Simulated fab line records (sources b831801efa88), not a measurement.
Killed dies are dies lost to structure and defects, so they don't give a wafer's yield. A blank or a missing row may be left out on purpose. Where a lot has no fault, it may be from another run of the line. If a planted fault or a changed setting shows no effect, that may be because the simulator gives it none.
What tool caused it? + flow gf180mcu + 42 wafers from 14 lots sampled at 2 of the route's 602 steps

WHAT THE GAUGES SHOWED, per wafer
GF_STI_THK_MEAS_22. Usual: STI_OXIDATION_01_THK gives 15.00 nm (standard deviation 0.26).
| lot  | measured    | on            | STI_OXIDATION_01_THK (nm) | flag |
|------|-------------|---------------|---------------------------|------|
| L393 | day 2 03:33 | film metro-04 | 15.27 15.46 15.11         |      |
| L394 | day 2 10:06 | film metro-02 | 15.12 15.28 15.13         |      |
| L396 | day 2 18:49 | film metro-02 | 14.89 14.84 14.60         |      |
| L397 | day 3 01:08 | film metro-02 | 14.75 14.96 15.04         |      |
| L398 | day 3 04:47 | film metro-03 | 15.61 15.30 15.54         |      |
| L400 | day 3 16:14 | film metro-03 | 15.14 15.13 15.41         |      |
| L401 | day 3 20:40 | film metro-03 | 15.22 15.25 15.21         |      |
| L402 | day 4 01:35 | film metro-02 | 15.13 15.16 15.38         |      |
| L403 | day 4 08:05 | film metro-04 | 15.11 15.35 15.19         |      |
| L404 | day 4 11:48 | film metro-04 | 14.92 14.84 15.12         |      |
| L413 | day 6 11:50 | film metro-03 | 14.90 14.67 14.51         |      |
| L414 | day 6 18:47 | film metro-04 | 14.92 14.60 14.65         |      |
| L415 | day 6 23:38 | film metro-04 | 14.98 15.01 14.77         |      |
| L416 | day 7 05:29 | film metro-02 | 14.89 14.68 14.67         |      |

GF_NWELL_OVL_MEAS_07. Usual: NWELL_OVL gives 0.2 nm (standard deviation 1.4).
| lot  | measured    | on         | NWELL_OVL (nm) | flag |
|------|-------------|------------|----------------|------|
| L393 | day 3 06:44 | overlay-01 | -0.3 2.0 0.0   |      |
| L394 | day 3 15:01 | overlay-02 | -1.9 0.7 -2.2  |      |
| L396 | day 3 23:17 | overlay-01 | 1.5 0.9 0.8    |      |
| L397 | day 4 05:50 | overlay-01 | 0.9 -0.6 -0.7  |      |
| L398 | day 4 10:37 | overlay-02 | 0.7 0.7 -1.3   |      |
| L400 | day 4 22:14 | overlay-02 | 1.7 0.7 0.7    |      |
| L401 | day 5 03:43 | overlay-02 | -0.5 -0.2 0.5  |      |
| L402 | day 5 08:26 | overlay-02 | -0.4 1.8 1.8   |      |
| L403 | day 5 15:09 | overlay-02 | -0.1 -0.4 0.1  |      |
| L404 | day 5 18:46 | overlay-01 | -3.8 -1.1 -4.6 |      |
| L413 | day 7 22:38 | overlay-01 | 0.7 1.1 -1.5   |      |
| L414 | day 8 05:38 | overlay-01 | -0.5 3.2 0.6   |      |
| L415 | day 8 11:02 | overlay-02 | 0.2 -1.2 -1.9  |      |
| L416 | day 8 17:04 | overlay-01 | 0.9 0.7 0.1    |      |

WHICH TOOL RAN EACH LOT (tool, then ch and the chambers of the sampled wafers, then the start)
There is no process step in the record ahead of these readings.

WHAT THE TOOLS THEMSELVES READ (means of the sampled wafers that have a number; where no wafer has one, the mark that the record gives instead)
The record holds no such reading with a usual standard deviation.

THE ANSWER, worked out from the rows above alone
Rule: a lot is off if the mean of its wafers that have a number lies more than 3 standard deviations from the usual mean. A lot without any number at a reading at which 4 lots or more have one is off too. The other lots that the step has rows for count as sound. First the gauges in route order, then the tools' own readings, where a lot's mean is used as printed above. At the first step where some lot is off, the reading lying furthest off is the one used; lots without a number count as furthest.
Nothing can be told from this: no lot is off at any reading shown.

WHAT THE SIMULATOR PUT IN
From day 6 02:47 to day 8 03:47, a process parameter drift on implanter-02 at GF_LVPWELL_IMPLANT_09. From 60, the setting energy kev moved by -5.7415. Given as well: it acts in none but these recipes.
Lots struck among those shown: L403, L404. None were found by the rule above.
